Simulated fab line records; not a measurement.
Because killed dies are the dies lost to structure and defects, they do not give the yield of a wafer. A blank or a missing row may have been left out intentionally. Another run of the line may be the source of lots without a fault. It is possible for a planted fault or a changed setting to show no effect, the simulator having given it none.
Which tool was responsible?	flow gf180mcu	21 wafers from 7 lots sampled at 3 of the route's 602 steps

## WHAT THE GAUGES SHOWED, per wafer
GF_VT_IMPLANT_TW_MEAS_32.
lot	measured	on	VT_IMPLANT_3_TW
L746	day 7 03:17	filmMetro-02	265 265 265
L750	day 8 09:18	filmMetro-02	268 267 268
L753	day 9 03:05	filmMetro-04	270 268 267
L756	day 9 20:39	filmMetro-03	275 275 273
L758	day 10 11:53	filmMetro-03	274 274 274
L760	day 11 01:08	filmMetro-03	277 276 277
L768	day 13 02:24	filmMetro-04	269 268 270

## WHICH TOOL RAN EACH LOT (tool, then ch and the chambers of the sampled wafers, then the start)
lot	GF_STI_STRIP_15	GF_LVPWELL_PEB_05
L746	plasmaAsher-01 ch 0,1, day 2 06:54	lithoTrack-01 ch 0, day 4 00:00
L750	plasmaAsher-03 ch 0,1, day 3 03:41	lithoTrack-03 ch 0, day 5 03:00
L753	plasmaAsher-01 ch 0,1, day 3 19:45	lithoTrack-01 ch 0, day 5 18:00
L756	plasmaAsher-01 ch 0,1, day 4 10:30	lithoTrack-03 ch 0, day 6 10:00
L758	plasmaAsher-04 ch 0,1, day 4 21:57	lithoTrack-03 ch 0, day 6 23:00
L760	plasmaAsher-03 ch 0,1, day 5 07:07	lithoTrack-03, day 7 10:00
L768	plasmaAsher-04 ch 0,1, day 6 23:44	lithoTrack-04 ch 0, day 9 06:00
- GF_STI_STRIP_15: strips in O2/N2.
- GF_LVPWELL_PEB_05

## THE ANSWER, worked out from the rows above alone
Rule: the usual values come from the lots themselves. The widest of any qualifying gaps counts: lots, ordered by their means at a reading, are off when they make up no more than a third of the lots, leave a main group of 4 or more, and stand apart from it by 3 or more times the standard deviation of that group's means. A main group is skipped when, at the precision printed for the reading in the tables above, its means are all equal. A lot without any number at a reading at which 4 lots or more have one is off too. Where the step has rows for the other lots, those lots are counted as sound.
No lot is off at any reading shown: from this, nothing can be told.

## WHAT THE SIMULATOR HAD INSERTED
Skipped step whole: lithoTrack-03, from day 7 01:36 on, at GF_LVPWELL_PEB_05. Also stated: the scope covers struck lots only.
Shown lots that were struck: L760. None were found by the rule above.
